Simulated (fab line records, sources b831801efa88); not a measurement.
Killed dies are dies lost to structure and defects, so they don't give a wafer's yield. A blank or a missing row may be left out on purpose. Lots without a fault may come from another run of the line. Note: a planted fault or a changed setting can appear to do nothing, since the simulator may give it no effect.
fab line records	flow sky130
record: lots: 5	wafers: 15	lastDay: 50
route steps=708 shown METAL3@556 PAD_OPEN@708
lots with no fault: from the same line, run without faults
startH: start of the lot's first displayed wafer, in hours after the record's first day	waitH: hours elapsed since this lot's preceding step	" identical to the entry in the row above	L1.1+2: a row that stands for several wafers	- no value, or no start was given	* or withheld: withheld	< > ~ a bound
route shown NAME@n: names a module that has steps shown in the file, with the first one's number in the route	usual: mean/standard deviation of fault-free wafers	same: alike in all rows	chamber/n: place in a boat	sites: per-site readings	_std_site: their standard deviation	_edge_site: mean of outer sites minus mean of inner sites	radiusMm: for every site, how far away it sits from the centre of the wafer	mask NAME#n: copy n	behind: the most recent tool/chamber to have shaped the wafer	hold: cause of the lot's hold/its duration in hours/its outcome	device: transistor that didn't switch, given as n, p or np	end of line: the same wafers' tests at the end of the route	step lacking rows: just its recipe	killed: the dies lost at the first sort to structure and to defects; this is not the yield of the wafer	map: per-die view of a wafer (x killed, . not killed, _ where there is no die)
set.NAME: the setting as run; set.NAME@STEP: as run at that earlier step	model.NAME: the simulator's own value behind a step, which no gauge read
a table for each step, a row for each wafer; lots at some steps of the route
services: the hour from which a tool's chamber was out of use, counted from the record's first day as startH (under 0 if before that day), plus the number of hours and why
== steps ==
step: SKY_METAL3_HMDS_06
recipe: primeTimeS: 60	primeTempC: 120
step: SKY_METAL3_COAT_07
recipe: resist: BARC	tempC: withheld	timeS: withheld	spinRpm: 3000	resistThkNm: 60
step: SKY_METAL3_COAT_08
recipe: resist: KrF-thick	spinRpm: 3000	resistThkNm: 1140
step: SKY_METAL3_SOFTBAKE_09
recipe: tempC: 100	timeS: 90	resist: KrF-thick
step: SKY_METAL3_EXPOSE_10
recipe: maskId: MM3	na: 0.68	sourceShape: annular	sigmaInner: 0.4	sigmaOuter: 0.8	targetCdNm: 300	doseMj: 28
step: SKY_METAL3_PEB_11
recipe: pebTempC: withheld	pebTimeS: withheld	resist: KrF-thick
step: SKY_METAL3_DEVELOP_12
recipe: developTimeS: 60	resist: KrF-thick	devTempC: 21
step: SKY_METAL3_CD_MEAS_13
recipe: targetCdNm: 300
usual: cdNm: 299.6/1.6
lot.wafer	tool	chamber	startH	waitH	cdNm
L381.1	cdSem-02	-	892.55	-	298.8
L381.2	"	-	"	"	299.3
L381.6	"	-	"	"	299.9
L390.1	cdSem-01	-	959.32	-	300.6
L390.2	"	-	"	"	299.3
L390.4	"	-	"	"	300.2
L395.3	cdSem-01	-	987.16	-	301.8
L395.4	"	-	"	"	300.7
L395.6	"	-	"	"	300.6
L400.2	cdSem-02	-	1038.34	-	299.4
L400.3	"	-	"	"	299.8
L400.6	"	-	"	"	299.5
L404.1	cdSem-01	-	1049.90	-	299.4
L404.4	"	-	"	"	299.5
L404.6	"	-	"	"	300.0
step: SKY_METAL3_OVL_MEAS_14
usual: METAL3_OVL: 1/5.2
lot.wafer	tool	chamber	startH	waitH	METAL3_OVL[nm]
L381.1	overlay-01	-	892.67	0.1	-4
L381.2	"	-	"	"	-1
L381.6	"	-	"	"	3
L390.1	overlay-01	-	959.44	0.1	3
L390.2	"	-	"	"	2
L390.4	"	-	"	"	-7
L395.3	overlay-02	-	987.25	0.1	10
L395.4	"	-	"	"	2
L395.6	"	-	"	"	4
L400.2	overlay-02	-	1038.45	0.1	6
L400.3	"	-	"	"	10
L400.6	"	-	"	"	4
L404.1	overlay-01	-	1050.02	0.1	-2
L404.4	"	-	"	"	-3
L404.6	"	-	"	"	1
step: SKY_METAL3_DESCUM_15
recipe: chemistry: O2	sourcePowerW: 150	biasPowerW: 0	pressureMtorr: 10	tempC: 40	timeS: 8
usual: drypumpMotorCurrentA: 5.9/0.47	oesProductAu: 1.003/0.011
lot.wafer	tool	chamber	startH	waitH	drypumpMotorCurrentA	oesProductAu	rfHoursCounterH
L381.1	rieMetal-01	0	892.71	0.0	5.8	0.998	11
L381.2	"	0	"	"	5.8	0.992	-
L381.6	"	0	"	"	5.8	0.992	-
L390.1	rieMetal-01	0	959.47	0.0	5.8	0.986	14
L390.2	"	1	"	"	6.4	1.012	3
L390.4	"	1	"	"	6.4	1.011	-
L395.3	rieMetal-01	1	987.28	0.0	6.4	1.021	-
L395.4	"	0	"	"	5.8	1.004	-
L395.6	"	0	"	"	5.8	1.002	-
L400.2	rieMetal-01	1	1038.48	0.0	6.4	1.022	8
L400.3	"	0	"	"	5.8	1.001	-
L400.6	"	0	"	"	5.8	1.000	-
L404.1	rieMetal-01	0	1050.06	0.0	5.8	0.998	19
L404.4	"	1	"	"	6.4	1.017	-
L404.6	"	0	"	"	5.8	0.996	-
step: SKY_METAL3_ETCH_16
recipe: chemistry: N2/H2	target: BARC	ionEnergyEv: 200	biasW: 100	pressureMtorr: 30	n2FlowSccm: 100	h2FlowSccm: 200	icpW: 500	stopOn: SiO2	timeS: 88.2	targetDepthA: 600
usual: drypumpMotorCurrentA: 5.9/0.46	oesProductAu: 0.625/0.0048	throttleValvePct: 13.205/0.0091
lot.wafer	tool	chamber	startH	waitH	drypumpMotorCurrentA	oesProductAu	rfHoursCounterH	throttleValvePct
L381.1	rieMetal-01	0	892.77	0.1	5.8	0.617	11	13.199
L381.2	"	0	"	"	5.8	0.628	-	13.209
L381.6	"	0	"	"	5.8	0.624	-	13.199
L390.1	rieMetal-01	0	959.50	0.0	5.8	0.630	14	13.203
L390.2	"	1	"	"	6.4	0.626	3	13.199
L390.4	"	1	"	"	6.4	0.621	-	13.203
L395.3	rieMetal-01	1	987.34	0.0	6.4	0.624	-	13.216
L395.4	"	0	"	"	5.8	0.628	-	13.204
L395.6	"	0	"	"	5.8	0.623	-	13.208
L400.2	rieMetal-01	1	1038.51	0.0	6.5	0.628	8	13.200
L400.3	"	0	"	"	5.8	0.631	-	13.192
L400.6	"	0	"	"	5.8	0.625	-	13.202
L404.1	rieMetal-01	0	1050.09	0.0	5.8	0.625	19	13.222
L404.4	"	1	"	"	6.4	0.619	-	13.186
L404.6	"	0	"	"	5.8	0.620	-	13.209
step: SKY_METAL3_ETCH_17
recipe: target: SiO2	stopOn: TiN	chemistry: C4F8/O2/Ar	sourceW: 1500	biasW: 1200	pressureMtorr: 40	c4f8FlowSccm: withheld	O2_flow_sccm: 6	Ar_flow_sccm: 300	timeS: 3.9	targetDepthA: 150
usual: oesProductAu: 0.756/0.0075
lot.wafer	tool	chamber	startH	waitH	oesProductAu	rfHoursCounterH
L381.1	rieDiel-02	2	892.97	0.2	0.752	5
L381.2	"	1	"	"	0.749	4
L381.6	"	3	"	"	0.756	-
L390.1	rieDiel-02	1	959.60	0.1	0.748	6
L390.2	"	2	"	"	0.757	7
L390.4	"	3	"	"	0.751	15
L395.3	rieDiel-02	2	987.40	0.0	0.756	8
L395.4	"	0	"	"	0.764	21
L395.6	"	0	"	"	0.760	-
L400.2	rieDiel-03	1	1038.61	0.1	0.744	27
L400.3	"	2	"	"	0.766	15
L400.6	"	3	"	"	0.753	-
L404.1	rieDiel-03	2	1050.19	0.1	0.741	15
L404.4	"	1	"	"	0.754	28
L404.6	"	1	"	"	0.744	-
step: SKY_METAL3_METAL_ETCH_18
recipe: targetDepthA: 8450	stopOn: SiO2	overEtchFrac: 0.3	timeS: 183.1	chemistry: Cl2/BCl3	resistSidewallDeg: 88	pressureMtorr: 10	icpW: 900	biasW: 48.5	Cl2_flow_sccm: 60	bcl3FlowSccm: 30
usual: drypumpMotorCurrentA: 5.7/0.47	oesProductAu: 0.867/0.0067	throttleValvePct: 22.263/0.0084
lot.wafer	tool	chamber	startH	waitH	drypumpMotorCurrentA	oesProductAu	rfHoursCounterH	throttleValvePct	model.KrF-thick_of_METAL3_COAT_08.thkNm	model.etch.depthNm	model.METAL3.featureDepthNm
L381.1	rieMetal-04	0	892.99	0.0	5.5	0.864	13	22.267	514.7	862.9	862.9
L381.2	"	1	"	"	5.0	0.873	18	22.265	519.6	879.9	879.9
L381.6	"	1	"	"	5.0	0.861	-	22.250	527.3	861.4	861.4
L390.1	rieMetal-03	0	959.62	0.0	6.4	0.872	2	22.256	530.9	866.1	866.1
L390.2	"	1	"	"	5.3	0.850	18	22.276	653.1	844.3	844.3
L390.4	"	1	"	"	5.3	0.849	-	22.267	656.8	846.7	846.7
L395.3	rieMetal-04	0	987.54	0.1	5.5	0.878	-	22.258	522.2	878.2	878.2
L395.4	"	0	"	"	5.5	0.872	-	22.274	522.7	881.2	881.2
L395.6	"	0	"	"	5.5	0.874	-	22.253	530	887	887
L400.2	rieMetal-03	0	1038.63	0.0	6.4	0.858	6	22.261	505.8	859.5	859.5
L400.3	"	1	"	"	5.4	0.852	-	22.242	518.8	853.4	853.4
L400.6	"	0	"	"	6.4	0.859	-	22.260	502.7	858.1	858.1
L404.1	rieMetal-04	1	1050.21	0.0	5.0	0.873	4	22.264	534.2	857.4	857.4
L404.4	"	1	"	"	5.0	0.861	-	22.264	532	847	847
L404.6	"	0	"	"	5.5	0.862	-	22.260	523.4	862.9	862.9
step: SKY_METAL3_STRIP_19
recipe: chemistry: O2/N2	powerW: 1400	pressureMtorr: 1500	platenTempC: withheld	o2FlowSccm: 3000	n2FlowSccm: 300	overashFraction: 0.5
usual: drypumpMotorCurrentA: 5.7/0.61	oesProductAu: 0.500/0.0055	stripTimeToEndpointS: 6.49/0.083
lot.wafer	tool	chamber	startH	waitH	drypumpMotorCurrentA	oesProductAu	rfHoursCounterH	stripTimeToEndpointS
L381.1	plasmaAsher-02	1	893.16	0.1	5.5	0.501	102	6.41
L381.2	"	0	"	"	6.1	0.505	102	6.47
L381.6	"	0	"	"	6.1	0.510	-	6.53
L390.1	plasmaAsher-01	0	959.80	0.1	6.4	0.502	22	6.58
L390.2	"	1	"	"	5.0	0.552	22	7.79
L390.4	"	0	"	"	6.4	0.552	-	7.81
L395.3	plasmaAsher-01	0	987.81	0.2	6.4	0.503	-	6.49
L395.4	"	1	"	"	5.0	0.506	-	6.49
L395.6	"	0	"	"	6.4	0.504	-	6.57
L400.2	plasmaAsher-04	0	1038.80	0.1	6.1	0.494	61	6.31
L400.3	"	0	"	"	6.1	0.505	-	6.43
L400.6	"	1	"	"	5.2	0.491	-	6.30
L404.1	plasmaAsher-02	1	1050.38	0.1	5.5	0.507	118	6.61
L404.4	"	1	"	"	5.5	0.503	-	6.59
L404.6	"	0	"	"	6.1	0.506	-	6.47
step: SKY_METAL3_STRIP_20
recipe: chemistry: postEtchResidueRemover	timeS: 1200	tempC: 72.5
step: SKY_PAD_OPEN_PROBE_99
usual: defectLimitedYield: 82.5/1.9	killed_at_M0_to_M3: 42/7.4	killed_at_M4_up: 3.4/1.8	killedAtContacts: 25/5.4	killedAtFrontEnd: 15/4.4	killedAtOther: 0.2/0.52	killedDies: 86/9.3	killedOnRim: 17/3.9	killedOpen: 47/7.6	killedShort: 39/6.5	sort_bin_3_pad_short: 0.9/0.46	sort_bin_5_function: 10.3/1.5	sort_bin_6_memory: 6.3/1.2	sortNPass: 406/9.3	sortYieldPct: 82.5/1.9
same: grossDies: 492	killedAtBackSide: 0	sort_bin_4_leakage[%]: 0	sort_bin_8_speed[%]: 0
lot.wafer	tool	chamber	startH	waitH	hold	defectLimitedYield[%]	killed_at_M0_to_M3	killed_at_M4_up	killedAtContacts	killedAtFrontEnd	killedAtOther	killedDies	killedOnRim	killedOpen	killedShort	sort_bin_3_pad_short[%]	sort_bin_5_function[%]	sort_bin_6_memory[%]	sortNPass	sortYieldPct[%]
L381.1	prober-02	-	1071.98	0.1	-	82.5	40	4	25	14	3	86	17	50	36	0.2	11.4	5.9	406	82.5
L381.2	prober-02	-	1072.03	0.1	-	83.7	44	5	23	8	0	80	14	46	34	0.6	11.0	4.7	412	83.7
L381.6	prober-02	-	1072.23	0.2	-	82.3	47	5	20	15	0	87	23	53	34	0.6	11.0	6.1	405	82.3
L390.1	prober-01	-	1123.77	0.1	awaitDispo/3.3h/release	83.7	34	9	20	17	0	80	14	33	47	1.0	10.2	5.1	412	83.7
L390.2	prober-01	-	1123.82	0.1	awaitDispo/3.3h/release	3.7	442	2	21	9	0	474	86	44	34	1.2	91.3	3.9	18	3.7
L390.4	prober-01	-	1123.92	0.2	awaitDispo/3.3h/release	4.3	433	2	24	12	0	471	84	37	42	0.4	88.8	6.5	21	4.3
L395.3	prober-02	-	1143.70	0.2	-	83.7	29	5	29	17	0	80	17	39	41	0.8	10.4	5.1	412	83.7
L395.4	prober-02	-	1143.75	0.2	-	83.1	40	3	19	21	0	83	18	40	43	1.0	11.4	4.5	409	83.1
L395.6	prober-02	-	1143.85	0.2	-	83.9	37	2	25	14	1	79	13	38	41	0.4	9.1	6.5	413	83.9
L400.2	prober-01	-	1182.65	0.1	-	82.9	30	1	39	14	0	84	19	43	41	1.0	10.6	5.5	408	82.9
L400.3	prober-01	-	1182.70	0.2	-	80.3	42	5	35	15	0	97	17	59	38	0.4	12.6	6.7	395	80.3
L400.6	prober-01	-	1182.85	0.2	-	80.1	59	3	15	21	0	98	18	58	40	0.4	12.2	7.3	394	80.1
L404.1	prober-02	-	1191.55	0.1	-	77.8	59	4	30	16	0	109	27	56	53	1.6	12.0	8.5	383	77.8
L404.4	prober-02	-	1191.70	0.2	-	84.6	46	2	14	14	0	76	12	42	34	1.0	9.3	5.1	416	84.6
L404.6	prober-02	-	1191.80	0.2	-	83.5	42	2	24	13	0	81	11	53	28	1.0	10.8	4.7	411	83.5
killed by level:class
L381.1 VIA1:geometricParticle:open=10 METAL2:geometricParticle:short=10 LI_CONTACT:geometricParticle:open=9 CONTACT:geometricParticle:open=9 FIELD_ISO:geometricParticle:open=6 METAL1:geometricParticle:short=6 VIA3:geometricParticle:open=5 CONTACT:geometricParticle:short=4
L381.2 METAL1:geometricParticle:short=10 VIA3:geometricParticle:open=8 VIA1:geometricParticle:open=7 LI_CONTACT:geometricParticle:open=6 CONTACT:geometricParticle:open=6 LOCAL_INTERCONNECT:geometricParticle:short=5 VIA2:geometricParticle:open=5 POLY_GATE:geometricParticle:open=4
L381.6 CONTACT:geometricParticle:open=10 VIA1:geometricParticle:open=10 METAL2:geometricParticle:short=7 VIA2:geometricParticle:open=7 VIA3:geometricParticle:open=7 FIELD_ISO:geometricParticle:short=4 LI_CONTACT:geometricParticle:open=4 CONTACT:geometricParticle:short=4
L390.1 CONTACT:geometricParticle:open=7 METAL4:geometricParticle:short=7 POLY_GATE:geometricParticle:short=5 CONTACT:geometricParticle:short=5 METAL1:geometricParticle:short=5 VIA1:geometricParticle:open=5 FIELD_ISO:geometricParticle:short=4 VIA1:geometricParticle:short=4
L390.2 METAL3:areaEtch=396 VIA1:geometricParticle:short=11 CONTACT:geometricParticle:open=9 VIA2:geometricParticle:open=9 VIA1:geometricParticle:open=8 METAL1:geometricParticle:short=5 VIA3:geometricParticle:open=4 LI_CONTACT:geometricParticle:open=3
L390.4 METAL3:areaEtch=392 METAL2:geometricParticle:short=11 VIA1:geometricParticle:open=10 CONTACT:geometricParticle:open=7 CONTACT:geometricParticle:short=6 LI_CONTACT:geometricParticle:open=5 VIA2:geometricParticle:open=5 FIELD_ISO:geometricParticle:short=4
L395.3 CONTACT:geometricParticle:open=13 VIA2:geometricParticle:open=8 FIELD_ISO:geometricParticle:short=6 POLY_GATE:geometricParticle:short=5 LI_CONTACT:geometricParticle:open=5 CONTACT:geometricParticle:short=5 METAL4:geometricParticle:short=5 VIA3:geometricParticle:short=4
L395.4 CONTACT:geometricParticle:open=10 VIA1:geometricParticle:open=8 VIA3:geometricParticle:open=8 POLY_GATE:geometricParticle:short=7 FIELD_ISO:geometricParticle:short=5 CONTACT:geometricParticle:short=5 VIA2:geometricParticle:open=5 FIELD_ISO:geometricParticle:open=4
L395.6 VIA1:geometricParticle:open=10 LI_CONTACT:geometricParticle:open=8 CONTACT:geometricParticle:open=7 CONTACT:geometricParticle:short=7 VIA3:geometricParticle:short=7 METAL2:geometricParticle:short=6 POLY_GATE:geometricParticle:open=4 POLY_GATE:geometricParticle:short=3
L400.2 LI_CONTACT:geometricParticle:open=12 CONTACT:geometricParticle:open=9 VIA1:geometricParticle:open=9 CONTACT:geometricParticle:short=7 LOCAL_INTERCONNECT:geometricParticle:short=6 METAL1:geometricParticle:short=6 FIELD_ISO:geometricParticle:short=4 LI_CONTACT:geometricParticle:short=4
L400.3 LI_CONTACT:geometricParticle:open=14 VIA1:geometricParticle:open=11 VIA2:geometricParticle:open=8 METAL1:geometricParticle:short=7 CONTACT:geometricParticle:open=7 FIELD_ISO:geometricParticle:open=5 POLY_GATE:geometricParticle:open=5 CONTACT:geometricParticle:short=5
L400.6 VIA2:geometricParticle:open=13 METAL2:geometricParticle:short=10 FIELD_ISO:geometricParticle:open=8 VIA1:geometricParticle:open=8 VIA3:geometricParticle:open=7 CONTACT:geometricParticle:open=6 VIA2:geometricParticle:short=5 POLY_GATE:geometricParticle:open=4
L404.1 CONTACT:geometricParticle:open=13 VIA1:geometricParticle:open=12 VIA2:geometricParticle:open=11 VIA1:geometricParticle:short=7 METAL2:geometricParticle:short=7 CONTACT:geometricParticle:short=6 METAL3:geometricParticle:short=6 VIA3:geometricParticle:open=6
L404.4 VIA1:geometricParticle:open=12 VIA3:geometricParticle:open=12 LI_CONTACT:geometricParticle:open=5 VIA1:geometricParticle:short=5 POLY_GATE:geometricParticle:open=4 POLY_GATE:geometricParticle:short=4 METAL1:geometricParticle:short=4 VIA2:geometricParticle:open=4
L404.6 VIA1:geometricParticle:open=13 LI_CONTACT:geometricParticle:open=9 METAL1:geometricParticle:short=7 VIA2:geometricParticle:open=7 VIA3:geometricParticle:open=6 CONTACT:geometricParticle:open=5 POLY_GATE:geometricParticle:open=4 LOCAL_INTERCONNECT:geometricParticle:open=4
map L390.2 (x killed, . not)
__________xxxxxxxxxx_________
________xxxxxxxxxxxxxx_______
______xxxxxxxxxxxxxxxxxx_____
_____xxxxxxxxxxxxxxxxxxx.____
____xxxxxxxxxxxxxxxxxxxxxx___
___xxxxxxxxxxxxxxxxxxxxxxx.__
__xxxxxxxxxxxxxxxxxxxxxxxxxx_
_xxxxxxxxxxxxxxxxxxxxxxxxx...
_xxxxxxxxxxxxxxxxxxxxxxxxxx.x
_x.xxxxxxxxxxxxxxxxxxxxxxxxxx
_xxxxxxxxxxxxxxxxxxxxxxxxx..x
_.x.xxxxxxxxxxxxxxxxxxxxxxxx.
_xxxxxxxxxxxxxxxxxxxxxxxxxxxx
_.xxxxxxxxxxxxxxxxxxxxxxxxxxx
_xxxxxxxxxxxxxxxxxxxxxxxxxxxx
__.xxxxxxxxxxxxxxxxxxxxxxxxx_
___.x.xxxxxxxxxxxxxxxxxxxxx__
____xx.xxxxxxxxxxxxxxxxxxx___
_____xxxxxxxxxxxxxxxxxxxx____
______xxxxxxxxxxxxxxxxxx_____
________xxxxxxxxxxxx.x_______
__________xxxxxxxxxx_________
map L400.6 (x killed, . not)
__________.x..xx.x.x_________
________.x.xx...x.x..._______
______..x..........x...._____
_____..xx..x.x...x...x...____
____x.x.....x.........x.x.___
___.........xx............x__
__.x..x......x..x.xxx......._
_............x..x.x..........
_.......x...xxx.....x...x....
_...........x....xx.....xx...
_..xx.....xx.x.....x.....x...
_..xx..x............x.xx.....
_..........x......x...x......
_x.x...x......x...xx.xx.xxx..
_x......x........x.x.........
__.x.x....x............x...._
___...xx...........x..x...x__
____............x.........___
_____.....x........x.....____
______.....x....xx......_____
________..x..xx....x.._______
__________.........x_________
== services ==
tool	chamber	startH	hours	kind
rieMetal-01	1	871.63	-	clean
rieMetal-01	1	871.63	21.8	scheduledDown
rieMetal-01	1	871.63	21.8	ventCycle
rieDiel-03	0	875.14	11.4	repair
plasmaAsher-01	-	888.50	3.1	repair
rieDiel-02	1	893.04	2.9	repair
rieMetal-01	-	906.76	0.6	repair
rieMetal-03	0	910.49	-	clean
rieMetal-03	0	910.49	15.1	scheduledDown
rieMetal-04	1	917.99	-	clean
rieMetal-04	1	917.99	30.9	scheduledDown
rieMetal-04	1	917.99	30.9	ventCycle
plasmaAsher-01	-	922.68	2.8	pm
rieDiel-02	3	939.96	7.9	repair
rieDiel-02	-	952.82	0.4	repair
rieMetal-04	1	973.86	20.2	repair
plasmaAsher-02	-	994.06	1.3	repair
rieMetal-01	-	995.90	0.2	repair
rieDiel-02	-	998.90	0.4	repair
rieDiel-02	3	1005.23	8.1	repair
rieDiel-02	0	1007.88	15.0	repair
rieDiel-02	-	1025.26	15.6	pm
rieMetal-04	1	1025.74	13.0	repair
rieDiel-02	0	1041.17	2.9	repair
== key ==
firstSign: step: SKY_METAL3_METAL_ETCH_18	reading: oesProductAu	direction: down	sigmas: 2.7	usual: 0.867	struck: 0.849
effect: step: SKY_METAL3_STRIP_19	reading: stripTimeToEndpointS	direction: up	sigmas: 16	usual: *	struck: *
effect: step: SKY_PAD_OPEN_PROBE_99	reading: sort_bin_5_function	direction: up	sigmas: 54	usual: 10.3	struck: 90.0
modelEffect: step: SKY_METAL3_METAL_ETCH_18	value: KrF-thick_of_METAL3_COAT_08.thkNm	without: 532.6	struck: 655
moreKillsBornAt: SKY_METAL3_METAL_ETCH_18@rieMetal-03: 788
metAt SKY_METAL3_METAL_ETCH_18
struckWafers L390.2,L390.4
laterRowsLeftOut L390.2,L390.4
fault: kind: processParameterDrift	tool: rieMetal-03	chamber: 1	onsetH: 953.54	steps: SKY_METAL3_METAL_ETCH_18	channel: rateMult	offset: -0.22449	shape: step	endH: 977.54
laterRowsLeftOut: the simulator's readings of these wafers behind a module that went badly wrong aren't trusted and aren't shown, but for the sort
